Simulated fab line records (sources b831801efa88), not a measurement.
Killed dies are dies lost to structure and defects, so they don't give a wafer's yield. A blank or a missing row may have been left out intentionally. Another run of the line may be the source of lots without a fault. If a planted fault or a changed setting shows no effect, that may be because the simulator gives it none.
A struck lot beside a sound one -- flow gf180mcu -- 17 steps out of a route of 602
Sound: these wafers, L114.2, L114.5, L114.6. Struck: wafer L104.2 (L104.3, L104.4, from the same lot, were not struck and are left out); the cause is given at the end.
For every step that has rows: the tool of each side, followed by ch and its chambers, followed by its first start. Under that, the readings that differ: sound wafers -- struck wafers -- difference of the means -- sigmas: that difference in standard deviations of wafers without a fault.
alike: readings whose means differ by less than 2 such deviations, and words and numbers that are the same on both sides. not compared: withheld readings, readings that some wafer has no value for, bounds like >300 that may hide the same value, and numbers for which the record gives no deviation and whose values overlap.
The two part at a step that has a row with sigmas, a row that says differs or no value, or rows on one side only. When numbers do not overlap yet have no deviation, they are printed without sigmas and do not part them. A reading missing from all wafers of one side parts the sides only when that side holds two or more wafers.

first, 3 steps without rows for these wafers: GF_V2_EXPOSE_11 (exposes mask Via2, target cd 260 nm); GF_V2_PEB_12 (peb time 90 s); GF_V2_DEVELOP_13 (develop time 60 s).
GF_V2_CD_MEAS_14: target cd 260 nm.
  sound on cd_sem-02 at day 26 06:11; struck on cd_sem-02 at day 23 02:22
reading,sound,struck,difference,sigmas
cd_nm (nm),260.6 262.4 262.4,259.1,-2.7,-2
GF_V2_OVL_MEAS_15:
  sound on overlay-01 at day 26 06:17; struck on overlay-02 at day 23 02:28
  alike: V2_OVL
then, 1 step without rows for these wafers: GF_V2_ETCH_16 (etches BARC in N2/H2).
GF_V2_ETCH_17: etches SiO2 in C4F8/O2/Ar, stops on TiN, target depth 630 nm.
  sound: rie_diel-01 ch 1,2; struck: rie_diel-02 ch 0
  alike: oes_product_au
GF_V2_STRIP_18: strips in O2/N2.
  sound on plasma_asher-01 ch 0,1, day 26 06:27; struck on plasma_asher-02 ch 1, day 23 02:38
reading,sound,struck,difference,sigmas
drypump_motor_current_A (A),5.67 5.68 5.54,6.18,+0.55,+2
  alike: heater_power_w, oes_product_au
  not compared: rf_hours_counter_h
then, 2 steps without rows for these wafers: GF_V2_STRIP_19 (strips in post etch residue remover, time 1200 s); GF_V2_CLEAN_20 (cleans in DIW).
GF_V2_SPUTTER_21: material Ti, target thk 15 nm, time 80.02 s.
  sound on pvd_sputter-04 at day 26 07:20; struck on pvd_sputter-03 at day 23 03:10
  alike: throttle_valve_pct
GF_V2_SPUTTER_22: material TiN, target thk 10 nm, time 40 s.
  sound on pvd_sputter-04 at day 26 07:23; struck on pvd_sputter-03 at day 23 03:13
  alike: throttle_valve_pct
GF_V2_CVD_23: deposits W, target thk 350 nm, time 104.94 s.
  sound on cvd_w-01 ch 0,1, day 26 07:26; struck on cvd_w-01 ch 0, day 23 03:16
reading,sound,struck,difference,sigmas
model.W_of_V2_CVD_23.thk_nm (nm),351.6 348.2 355.1,365,+13,
  alike: chamber_pressure_Torr, heater_power_w
GF_V2_RS_MEAS_24: the measuring method here is four-point-probe.
  sound on film_metro-03 at day 26 07:34; struck on film_metro-04 at day 23 03:41
reading,sound,struck,difference,sigmas
V2_W_RS (ohm/sq),0.327 0.330 0.324,0.314,-0.013,-4
  not compared: hold
GF_V2_THK_MEAS_25: measures by xrf.
  sound on film_metro-03 at day 26 07:41; struck on film_metro-04 at day 23 06:47
reading,sound,struck,difference,sigmas
V2_W_THK (nm),362 356 365,376,+15,+3
  not compared: hold
GF_V2_CMP_26: polishes, stops on SiO2, t overpolish 15 s, target thk 0 nm.
  sound on cmp-02 ch 1,2,3, day 26 07:56; struck on cmp-02 ch 0, day 23 11:29
reading,sound,struck,difference,sigmas
hold,- - -,await_dispo/4.3h/release,no value on the sound wafers,
motor_current_A (A),11.8 9.8 9.9,12.3,+1.8,+2
  alike: platen_rpm, slurry_filter_dp_kPa
-- the record jumps here: 8 days lie between the struck wafers' starts before and after (it left off in module V2 and takes up again in module PASSIVATION, whose first step shown is number 602 of the route) --
GF_PASSIVATION_PROBE_99:
  only the struck wafers here have rows in the record (prober-02, day 31 08:58); the sound ones have none

## WHERE THEY PART
At GF_V2_CD_MEAS_14 first; at GF_PASSIVATION_PROBE_99 last (within this record only).

WHY: what the simulator had put in
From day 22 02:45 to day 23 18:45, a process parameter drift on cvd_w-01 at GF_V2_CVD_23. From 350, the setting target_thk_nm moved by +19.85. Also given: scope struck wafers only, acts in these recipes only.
